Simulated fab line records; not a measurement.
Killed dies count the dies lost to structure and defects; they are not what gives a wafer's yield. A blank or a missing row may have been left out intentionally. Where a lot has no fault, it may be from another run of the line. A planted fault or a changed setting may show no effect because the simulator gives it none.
Which tool is to blame? :: flow gf180mcu :: Sampling: 24 lots, 72 wafers, 6 of 602 route steps

## WHAT EACH GAUGE READ, for each wafer
GF_M2_THK_MEAS_06: measures by xrf. Usual: for M2_ALCU_THK the level is 454 nm and the standard deviation is 5.2.
lot: L074
measured: day 18 03:44
on: filmMetro-04
M2_ALCU_THK (nm): 458 456 454
flag: 

lot: L075
measured: day 18 08:55
on: filmMetro-01
M2_ALCU_THK (nm): 461 467 456
flag: 

lot: L076
measured: day 18 20:40
on: filmMetro-03
M2_ALCU_THK (nm): 449 458 454
flag: 

lot: L077
measured: day 19 12:31
on: filmMetro-01
M2_ALCU_THK (nm): 443 452 449
flag: 

lot: L078
measured: day 19 17:47
on: filmMetro-04
M2_ALCU_THK (nm): 450 452 454
flag: 

lot: L079
measured: day 20 02:59
on: filmMetro-01
M2_ALCU_THK (nm): 453 452 460
flag: 

lot: L080
measured: day 20 16:38
on: filmMetro-03
M2_ALCU_THK (nm): 448 449 450
flag: 

lot: L081
measured: day 20 19:31
on: filmMetro-03
M2_ALCU_THK (nm): 451 453 457
flag: 

lot: L082
measured: day 21 10:28
on: filmMetro-04
M2_ALCU_THK (nm): 447 451 448
flag: 

lot: L083
measured: day 21 17:33
on: filmMetro-03
M2_ALCU_THK (nm): 452 452 452
flag: 

lot: L084
measured: day 22 00:55
on: filmMetro-03
M2_ALCU_THK (nm): 448 449 453
flag: 

lot: L085
measured: day 22 09:54
on: filmMetro-01
M2_ALCU_THK (nm): 450 450 453
flag: 

lot: L086
measured: day 22 22:09
on: filmMetro-03
M2_ALCU_THK (nm): 444 450 443
flag: 

lot: L087
measured: day 23 01:19
on: filmMetro-01
M2_ALCU_THK (nm): 460 458 456
flag: 

lot: L088
measured: day 23 05:07
on: filmMetro-01
M2_ALCU_THK (nm): 455 459 457
flag: 

lot: L089
measured: day 23 20:44
on: filmMetro-01
M2_ALCU_THK (nm): 461 455 454
flag: 

lot: L090
measured: day 24 02:59
on: filmMetro-03
M2_ALCU_THK (nm): 462 461 462
flag: 

lot: L091
measured: day 24 08:49
on: filmMetro-03
M2_ALCU_THK (nm): 456 458 452
flag: 

lot: L092
measured: day 24 14:43
on: filmMetro-04
M2_ALCU_THK (nm): 452 455 449
flag: 

lot: L093
measured: day 24 22:55
on: filmMetro-04
M2_ALCU_THK (nm): 451 449 448
flag: 

lot: L094
measured: day 25 15:01
on: filmMetro-01
M2_ALCU_THK (nm): 459 460 459
flag: 

lot: L095
measured: day 25 15:15
on: filmMetro-01
M2_ALCU_THK (nm): 460 461 459
flag: 

lot: L096
measured: day 26 00:52
on: filmMetro-01
M2_ALCU_THK (nm): 464 456 460
flag: 

lot: L097
measured: day 26 02:01
on: filmMetro-04
M2_ALCU_THK (nm): 443 451 449
flag: 

GF_V4_BOW_MEAS_05. Usual: for V4_BOW the level is 138 um and the standard deviation is 9.8.
lot: L074
measured: day 23 09:10
on: filmMetro-02
V4_BOW (um): 133 139 142
flag: 

lot: L075
measured: day 23 13:49
on: filmMetro-02
V4_BOW (um): 137 131 136
flag: 

lot: L076
measured: day 24 01:10
on: filmMetro-04
V4_BOW (um): 150 126 135
flag: 

lot: L077
measured: day 24 16:44
on: filmMetro-01
V4_BOW (um): 128 130 134
flag: 

lot: L078
measured: day 24 22:04
on: filmMetro-02
V4_BOW (um): 148 151 149
flag: 

lot: L079
measured: day 25 05:25
on: filmMetro-01
V4_BOW (um): 128 136 140
flag: 

lot: L080
measured: day 25 18:34
on: filmMetro-01
V4_BOW (um): 137 127 133
flag: 

lot: L081
measured: day 25 23:16
on: filmMetro-04
V4_BOW (um): 130 138 135
flag: 

lot: L082
measured: day 26 09:19
on: filmMetro-04
V4_BOW (um): 160 174 163
flag: 

lot: L083
measured: day 26 17:15
on: filmMetro-02
V4_BOW (um): 135 126 125
flag: 

lot: L084
measured: day 26 23:54
on: filmMetro-01
V4_BOW (um): 134 137 132
flag: 

lot: L085
measured: day 27 07:14
on: filmMetro-04
V4_BOW (um): 123 122 125
flag: 

lot: L086
measured: day 27 18:22
on: filmMetro-04
V4_BOW (um): 143 133 136
flag: 

lot: L087
measured: day 27 20:39
on: filmMetro-02
V4_BOW (um): 129 142 124
flag: 

lot: L088
measured: day 28 00:09
on: filmMetro-02
V4_BOW (um): 146 135 129
flag: 

lot: L089
measured: day 28 12:41
on: filmMetro-01
V4_BOW (um): 131 131 119
flag: 

lot: L090
measured: day 28 18:26
on: filmMetro-01
V4_BOW (um): 129 125 144
flag: 

lot: L091
measured: day 29 00:59
on: filmMetro-02
V4_BOW (um): 132 137 150
flag: 

lot: L092
measured: day 29 02:50
on: filmMetro-04
V4_BOW (um): 122 145 137
flag: 

lot: L093
measured: day 29 14:07
on: filmMetro-01
V4_BOW (um): 136 146 139
flag: 

lot: L094
measured: day 30 00:26
on: filmMetro-04
V4_BOW (um): 151 142 144
flag: 

lot: L095
measured: day 30 01:53
on: filmMetro-02
V4_BOW (um): 142 147 145
flag: 

lot: L096
measured: day 30 10:56
on: filmMetro-02
V4_BOW (um): 150 142 150
flag: 

lot: L097
measured: day 30 11:40
on: filmMetro-01
V4_BOW (um): 149 133 158
flag: 

GF_PASSIVATION_THK_MEAS_01. Usual: for PASSIVATION_CVD_00_THK the level is 996 nm and the standard deviation is 11.
lot: L074
measured: day 28 00:38
on: filmMetro-04
PASSIVATION_CVD_00_THK (nm): 983 1005 1001
flag: 

lot: L075
measured: day 28 05:03
on: filmMetro-02
PASSIVATION_CVD_00_THK (nm): 986 993 987
flag: 

lot: L076
measured: day 28 14:15
on: filmMetro-04
PASSIVATION_CVD_00_THK (nm): 972 1000 993
flag: 

lot: L077
measured: day 29 05:32
on: filmMetro-02
PASSIVATION_CVD_00_THK (nm): 985 988 1002
flag: 

lot: L078
measured: day 29 11:32
on: filmMetro-02
PASSIVATION_CVD_00_THK (nm): 991 980 994
flag: 

lot: L079
measured: day 29 18:22
on: filmMetro-02
PASSIVATION_CVD_00_THK (nm): 983 1007 1006
flag: 

lot: L080
measured: day 30 04:04
on: filmMetro-02
PASSIVATION_CVD_00_THK (nm): 969 988 995
flag: 

lot: L081
measured: day 30 06:37
on: filmMetro-02
PASSIVATION_CVD_00_THK (nm): 997 1013 1007
flag: 

lot: L082
measured: day 30 18:14
on: filmMetro-02
PASSIVATION_CVD_00_THK (nm): 999 999 1006
flag: 

lot: L083
measured: day 31 00:19
on: filmMetro-04
PASSIVATION_CVD_00_THK (nm): 980 993 995
flag: 

lot: L084
measured: day 31 06:29
on: filmMetro-04
PASSIVATION_CVD_00_THK (nm): 989 984 1012
flag: 

lot: L085
measured: day 31 11:09
on: filmMetro-02
PASSIVATION_CVD_00_THK (nm): 978 989 1007
flag: 

lot: L086
measured: day 31 20:52
on: filmMetro-04
PASSIVATION_CVD_00_THK (nm): 990 975 992
flag: 

lot: L087
measured: day 31 21:47
on: filmMetro-01
PASSIVATION_CVD_00_THK (nm): 988 1017 1018
flag: 

lot: L088
measured: day 32 04:19
on: filmMetro-02
PASSIVATION_CVD_00_THK (nm): 996 997 1010
flag: 

lot: L089
measured: day 32 12:45
on: filmMetro-02
PASSIVATION_CVD_00_THK (nm): 990 1003 1008
flag: 

lot: L090
measured: day 32 18:33
on: filmMetro-01
PASSIVATION_CVD_00_THK (nm): 989 976 1007
flag: 

lot: L091
measured: day 33 00:00
on: filmMetro-04
PASSIVATION_CVD_00_THK (nm): 991 1001 1007
flag: 

lot: L092
measured: day 33 01:25
on: filmMetro-04
PASSIVATION_CVD_00_THK (nm): 994 1005 992
flag: 

lot: L093
measured: day 33 09:30
on: filmMetro-01
PASSIVATION_CVD_00_THK (nm): 994 999 999
flag: 

lot: L094
measured: day 33 19:01
on: filmMetro-04
PASSIVATION_CVD_00_THK (nm): 988 975 1003
flag: 

lot: L095
measured: day 33 20:22
on: filmMetro-02
PASSIVATION_CVD_00_THK (nm): 997 1010 997
flag: 

lot: L096
measured: day 34 03:33
on: filmMetro-01
PASSIVATION_CVD_00_THK (nm): 999 1001 1005
flag: 

lot: L097
measured: day 34 03:58
on: filmMetro-01
PASSIVATION_CVD_00_THK (nm): 1000 999 1011
flag: 

## WHICH TOOL RAN EACH LOT (tool, then ch and the chambers of the sampled wafers, then the start)
lot: L074
GF_M4_SPUTTER_04: pvdSputter-04, day 22 08:48
GF_MIM_SPUTTER_08: pvdSputter-04, day 24 08:56
GF_TOP_METAL_STRIP_17: plasmaAsher-03 ch 0,1, day 28 00:01

lot: L075
GF_M4_SPUTTER_04: pvdSputter-04, day 22 14:14
GF_MIM_SPUTTER_08: pvdSputter-04, day 24 14:19
GF_TOP_METAL_STRIP_17: plasmaAsher-02 ch 0,1, day 28 04:26

lot: L076
GF_M4_SPUTTER_04: pvdSputter-03, day 23 01:57
GF_MIM_SPUTTER_08: pvdSputter-01, day 25 01:30
GF_TOP_METAL_STRIP_17: plasmaAsher-02 ch 0,1, day 28 13:37

lot: L077
GF_M4_SPUTTER_04: pvdSputter-04, day 23 17:13
GF_MIM_SPUTTER_08: pvdSputter-04, day 25 16:50
GF_TOP_METAL_STRIP_17: plasmaAsher-03 ch 0,1, day 29 04:55

lot: L078
GF_M4_SPUTTER_04: pvdSputter-03, day 23 22:43
GF_MIM_SPUTTER_08: pvdSputter-02, day 26 00:31
GF_TOP_METAL_STRIP_17: plasmaAsher-04 ch 0,1, day 29 10:34

lot: L079
GF_M4_SPUTTER_04: pvdSputter-03, day 24 06:10
GF_MIM_SPUTTER_08: pvdSputter-01, day 26 04:10
GF_TOP_METAL_STRIP_17: plasmaAsher-02 ch 0,1, day 29 17:43

lot: L080
GF_M4_SPUTTER_04: pvdSputter-03, day 24 19:58
GF_MIM_SPUTTER_08: pvdSputter-04, day 26 18:01
GF_TOP_METAL_STRIP_17: plasmaAsher-03 ch 0,1, day 30 03:25

lot: L081
GF_M4_SPUTTER_04: pvdSputter-03, day 24 20:42
GF_MIM_SPUTTER_08: pvdSputter-04, day 26 21:01
GF_TOP_METAL_STRIP_17: plasmaAsher-04 ch 0, day 30 06:01

lot: L082
GF_M4_SPUTTER_04: pvdSputter-04, day 25 12:11
GF_MIM_SPUTTER_08: pvdSputter-02, day 27 07:16
GF_TOP_METAL_STRIP_17: plasmaAsher-02 ch 0,1, day 30 17:35

lot: L083
GF_M4_SPUTTER_04: pvdSputter-04, day 25 18:13
GF_MIM_SPUTTER_08: pvdSputter-04, day 27 15:26
GF_TOP_METAL_STRIP_17: plasmaAsher-02 ch 0,1, day 30 23:37

lot: L084
GF_M4_SPUTTER_04: pvdSputter-02, day 26 01:14
GF_MIM_SPUTTER_08: pvdSputter-02, day 27 22:01
GF_TOP_METAL_STRIP_17: plasmaAsher-04 ch 1, day 31 05:52

lot: L085
GF_M4_SPUTTER_04: pvdSputter-03, day 26 08:53
GF_MIM_SPUTTER_08: pvdSputter-04, day 28 04:48
GF_TOP_METAL_STRIP_17: plasmaAsher-03 ch 0,1, day 31 10:33

lot: L086
GF_M4_SPUTTER_04: pvdSputter-02, day 26 21:34
GF_MIM_SPUTTER_08: pvdSputter-01, day 28 15:38
GF_TOP_METAL_STRIP_17: plasmaAsher-04 ch 0,1, day 31 20:13

lot: L087
GF_M4_SPUTTER_04: pvdSputter-03, day 26 23:14
GF_MIM_SPUTTER_08: pvdSputter-04, day 28 18:13
GF_TOP_METAL_STRIP_17: plasmaAsher-02 ch 0,1, day 31 21:08

lot: L088
GF_M4_SPUTTER_04: pvdSputter-04, day 27 02:52
GF_MIM_SPUTTER_08: pvdSputter-02, day 29 00:44
GF_TOP_METAL_STRIP_17: plasmaAsher-02 ch 0,1, day 32 03:40

lot: L089
GF_M4_SPUTTER_04: pvdSputter-03, day 27 15:40
GF_MIM_SPUTTER_08: pvdSputter-04, day 29 09:12
GF_TOP_METAL_STRIP_17: plasmaAsher-02 ch 0,1, day 32 11:59

lot: L090
GF_M4_SPUTTER_04: pvdSputter-04, day 27 21:52
GF_MIM_SPUTTER_08: pvdSputter-01, day 29 16:06
GF_TOP_METAL_STRIP_17: plasmaAsher-04 ch 0, day 32 17:55

lot: L091
GF_M4_SPUTTER_04: pvdSputter-03, day 28 02:28
GF_MIM_SPUTTER_08: pvdSputter-04, day 29 21:32
GF_TOP_METAL_STRIP_17: plasmaAsher-04 ch 0,1, day 32 23:22

lot: L092
GF_M4_SPUTTER_04: pvdSputter-02, day 28 06:09
GF_MIM_SPUTTER_08: pvdSputter-01, day 29 23:21
GF_TOP_METAL_STRIP_17: plasmaAsher-04 ch 0,1, day 33 00:42

lot: L093
GF_M4_SPUTTER_04: pvdSputter-03, day 28 17:23
GF_MIM_SPUTTER_08: pvdSputter-01, day 30 10:25
GF_TOP_METAL_STRIP_17: plasmaAsher-03 ch 0,1, day 33 08:49

lot: L094
GF_M4_SPUTTER_04: pvdSputter-02, day 29 04:02
GF_MIM_SPUTTER_08: pvdSputter-04, day 30 20:13
GF_TOP_METAL_STRIP_17: plasmaAsher-03 ch 1, day 33 18:22

lot: L095
GF_M4_SPUTTER_04: pvdSputter-04, day 29 05:18
GF_MIM_SPUTTER_08: pvdSputter-02, day 30 21:46
GF_TOP_METAL_STRIP_17: plasmaAsher-04 ch 0,1, day 33 19:43

lot: L096
GF_M4_SPUTTER_04: pvdSputter-03, day 29 14:39
GF_MIM_SPUTTER_08: pvdSputter-01, day 31 06:34
GF_TOP_METAL_STRIP_17: plasmaAsher-02 ch 0,1, day 34 02:55

lot: L097
GF_M4_SPUTTER_04: pvdSputter-04, day 29 15:41
GF_MIM_SPUTTER_08: pvdSputter-01, day 31 07:45
GF_TOP_METAL_STRIP_17: plasmaAsher-04 ch 0,1, day 34 03:17
- GF_M4_SPUTTER_04: material TiN, target thk 50 nm, time 41.7 s.
- GF_MIM_SPUTTER_08: material AlCu, target thk 200 nm, time 10.6 s.
- GF_TOP_METAL_STRIP_17: strips in O2/N2.

## WHAT THE TOOLS THEMSELVES READ (means of the sampled wafers that have a number; where no wafer has one, the mark that the record gives instead)
GF_M4_SPUTTER_04. Usual: throttleValvePct reads 30.1 % (standard deviation 1.1).
lot: L074
tool: pvdSputter-04
throttleValvePct (%): 29.2
flag: 

lot: L075
tool: pvdSputter-04
throttleValvePct (%): 30.5
flag: 

lot: L076
tool: pvdSputter-03
throttleValvePct (%): 30.4
flag: 

lot: L077
tool: pvdSputter-04
throttleValvePct (%): 29.7
flag: 

lot: L078
tool: pvdSputter-03
throttleValvePct (%): 29.6
flag: 

lot: L079
tool: pvdSputter-03
throttleValvePct (%): 29.8
flag: 

lot: L080
tool: pvdSputter-03
throttleValvePct (%): 29.6
flag: 

lot: L081
tool: pvdSputter-03
throttleValvePct (%): 29.7
flag: 

lot: L082
tool: pvdSputter-04
throttleValvePct (%): 30.4
flag: 

lot: L083
tool: pvdSputter-04
throttleValvePct (%): 30.2
flag: 

lot: L084
tool: pvdSputter-02
throttleValvePct (%): 31.0
flag: 

lot: L085
tool: pvdSputter-03
throttleValvePct (%): 29.2
flag: 

lot: L086
tool: pvdSputter-02
throttleValvePct (%): 30.0
flag: 

lot: L087
tool: pvdSputter-03
throttleValvePct (%): 29.7
flag: 

lot: L088
tool: pvdSputter-04
throttleValvePct (%): 30.3
flag: 

lot: L089
tool: pvdSputter-03
throttleValvePct (%): 30.4
flag: 

lot: L090
tool: pvdSputter-04
throttleValvePct (%): 30.0
flag: 

lot: L091
tool: pvdSputter-03
throttleValvePct (%): 30.0
flag: 

lot: L092
tool: pvdSputter-02
throttleValvePct (%): 30.1
flag: 

lot: L093
tool: pvdSputter-03
throttleValvePct (%): 30.3
flag: 

lot: L094
tool: pvdSputter-02
throttleValvePct (%): 30.1
flag: 

lot: L095
tool: pvdSputter-04
throttleValvePct (%): 30.4
flag: 

lot: L096
tool: pvdSputter-03
throttleValvePct (%): 31.4
flag: 

lot: L097
tool: pvdSputter-04
throttleValvePct (%): 30.4
flag: 

GF_MIM_SPUTTER_08. Usual: throttleValvePct reads 30.3 % (standard deviation 0.78).
lot: L074
tool: pvdSputter-04
throttleValvePct (%): 29.9
flag: 

lot: L075
tool: pvdSputter-04
throttleValvePct (%): 29.9
flag: 

lot: L076
tool: pvdSputter-01
throttleValvePct (%): 30.6
flag: 

lot: L077
tool: pvdSputter-04
throttleValvePct (%): 30.5
flag: 

lot: L078
tool: pvdSputter-02
throttleValvePct (%): 30.7
flag: 

lot: L079
tool: pvdSputter-01
throttleValvePct (%): 30.0
flag: 

lot: L080
tool: pvdSputter-04
throttleValvePct (%): 30.6
flag: 

lot: L081
tool: pvdSputter-04
throttleValvePct (%): 30.0
flag: 

lot: L082
tool: pvdSputter-02
throttleValvePct (%): 30.7
flag: 

lot: L083
tool: pvdSputter-04
throttleValvePct (%): 29.8
flag: 

lot: L084
tool: pvdSputter-02
throttleValvePct (%): 30.6
flag: 

lot: L085
tool: pvdSputter-04
throttleValvePct (%): 30.2
flag: 

lot: L086
tool: pvdSputter-01
throttleValvePct (%): 30.1
flag: 

lot: L087
tool: pvdSputter-04
throttleValvePct (%): 29.8
flag: 

lot: L088
tool: pvdSputter-02
throttleValvePct (%): 30.3
flag: 

lot: L089
tool: pvdSputter-04
throttleValvePct (%): 29.5
flag: 

lot: L090
tool: pvdSputter-01
throttleValvePct (%): 30.5
flag: 

lot: L091
tool: pvdSputter-04
throttleValvePct (%): 30.0
flag: 

lot: L092
tool: pvdSputter-01
throttleValvePct (%): 30.1
flag: 

lot: L093
tool: pvdSputter-01
throttleValvePct (%): 30.2
flag: 

lot: L094
tool: pvdSputter-04
throttleValvePct (%): 29.6
flag: 

lot: L095
tool: pvdSputter-02
throttleValvePct (%): 31.0
flag: 

lot: L096
tool: pvdSputter-01
throttleValvePct (%): 30.6
flag: 

lot: L097
tool: pvdSputter-01
throttleValvePct (%): 31.4
flag: 

GF_TOP_METAL_STRIP_17. Usual: drypumpMotorCurrentA 5.7 A, standard deviation 0.59; heaterPowerW 325 W, standard deviation 22; oesProductAu 0.711 a.u., standard deviation 0.0043; stripTimeToEndpointS 13.50 s, standard deviation 0.075.
lot: L074
tool: plasmaAsher-03
drypumpMotorCurrentA (A): 5.3
heaterPowerW (W): 315
oesProductAu (a.u.): 0.710
stripTimeToEndpointS (s): 13.53
flag: 

lot: L075
tool: plasmaAsher-02
drypumpMotorCurrentA (A): 6.4
heaterPowerW (W): 316
oesProductAu (a.u.): 0.710
stripTimeToEndpointS (s): 13.38
flag: 

lot: L076
tool: plasmaAsher-02
drypumpMotorCurrentA (A): 6.4
heaterPowerW (W): 316
oesProductAu (a.u.): 0.707
stripTimeToEndpointS (s): 13.47
flag: 

lot: L077
tool: plasmaAsher-03
drypumpMotorCurrentA (A): 5.3
heaterPowerW (W): 315
oesProductAu (a.u.): 0.714
stripTimeToEndpointS (s): 13.54
flag: 

lot: L078
tool: plasmaAsher-04
drypumpMotorCurrentA (A): 5.6
heaterPowerW (W): 350
oesProductAu (a.u.): 0.709
stripTimeToEndpointS (s): 13.44
flag: 

lot: L079
tool: plasmaAsher-02
drypumpMotorCurrentA (A): 6.4
heaterPowerW (W): 313
oesProductAu (a.u.): 0.710
stripTimeToEndpointS (s): 13.42
flag: 

lot: L080
tool: plasmaAsher-03
drypumpMotorCurrentA (A): 5.3
heaterPowerW (W): 311
oesProductAu (a.u.): 0.710
stripTimeToEndpointS (s): 13.53
flag: 

lot: L081
tool: plasmaAsher-04
drypumpMotorCurrentA (A): 4.8
heaterPowerW (W): 350
oesProductAu (a.u.): 0.707
stripTimeToEndpointS (s): 13.51
flag: 

lot: L082
tool: plasmaAsher-02
drypumpMotorCurrentA (A): 6.4
heaterPowerW (W): 312
oesProductAu (a.u.): 0.710
stripTimeToEndpointS (s): 13.50
flag: 

lot: L083
tool: plasmaAsher-02
drypumpMotorCurrentA (A): 6.4
heaterPowerW (W): 314
oesProductAu (a.u.): 0.710
stripTimeToEndpointS (s): 13.47
flag: 

lot: L084
tool: plasmaAsher-04
drypumpMotorCurrentA (A): 6.1
heaterPowerW (W): 354
oesProductAu (a.u.): 0.709
stripTimeToEndpointS (s): 13.48
flag: 

lot: L085
tool: plasmaAsher-03
drypumpMotorCurrentA (A): 5.3
heaterPowerW (W): 311
oesProductAu (a.u.): 0.714
stripTimeToEndpointS (s): 13.60
flag: 

lot: L086
tool: plasmaAsher-04
drypumpMotorCurrentA (A): 5.7
heaterPowerW (W): 351
oesProductAu (a.u.): 0.710
stripTimeToEndpointS (s): 13.55
flag: 

lot: L087
tool: plasmaAsher-02
drypumpMotorCurrentA (A): 6.2
heaterPowerW (W): 300
oesProductAu (a.u.): 0.712
stripTimeToEndpointS (s): 13.46
flag: 

lot: L088
tool: plasmaAsher-02
drypumpMotorCurrentA (A): 6.2
heaterPowerW (W): 298
oesProductAu (a.u.): 0.711
stripTimeToEndpointS (s): 13.57
flag: 

lot: L089
tool: plasmaAsher-02
drypumpMotorCurrentA (A): 6.4
heaterPowerW (W): 318
oesProductAu (a.u.): 0.713
stripTimeToEndpointS (s): 13.55
flag: 

lot: L090
tool: plasmaAsher-04
drypumpMotorCurrentA (A): 4.9
heaterPowerW (W): 352
oesProductAu (a.u.): 0.710
stripTimeToEndpointS (s): 13.47
flag: 

lot: L091
tool: plasmaAsher-04
drypumpMotorCurrentA (A): 5.6
heaterPowerW (W): 351
oesProductAu (a.u.): 0.710
stripTimeToEndpointS (s): 13.46
flag: 

lot: L092
tool: plasmaAsher-04
drypumpMotorCurrentA (A): 5.3
heaterPowerW (W): 351
oesProductAu (a.u.): 0.712
stripTimeToEndpointS (s): 13.53
flag: 

lot: L093
tool: plasmaAsher-03
drypumpMotorCurrentA (A): 5.3
heaterPowerW (W): 314
oesProductAu (a.u.): 0.708
stripTimeToEndpointS (s): 13.49
flag: 

lot: L094
tool: plasmaAsher-03
drypumpMotorCurrentA (A): 5.4
heaterPowerW (W): 310
oesProductAu (a.u.): 0.714
stripTimeToEndpointS (s): 13.55
flag: 

lot: L095
tool: plasmaAsher-04
drypumpMotorCurrentA (A): 5.6
heaterPowerW (W): 350
oesProductAu (a.u.): 0.711
stripTimeToEndpointS (s): 13.52
flag: 

lot: L096
tool: plasmaAsher-02
drypumpMotorCurrentA (A): 6.4
heaterPowerW (W): 315
oesProductAu (a.u.): 0.711
stripTimeToEndpointS (s): 13.59
flag: 

lot: L097
tool: plasmaAsher-04
drypumpMotorCurrentA (A): 5.6
heaterPowerW (W): 349
oesProductAu (a.u.): 0.714
stripTimeToEndpointS (s): 13.53
flag: 

## THE ANSWER, worked out from the rows above alone
Rule: take the mean of a lot's wafers that have a number; if it is more than 3 standard deviations from the usual mean, the lot is off. Also off: a lot with no number at a reading for which 4 or more lots have one. All remaining lots with rows at the step are treated as sound. Order of review: gauges by route order, followed by the tools' own readings, for which a lot's mean as printed above is used. The first step at which some lot is off is used, and at that step the reading that is off furthest; a lot without a number counts as furthest.
Across all readings shown, no lot is off: no conclusion can be drawn from this.

## WHAT THE SIMULATOR HAD PUT IN
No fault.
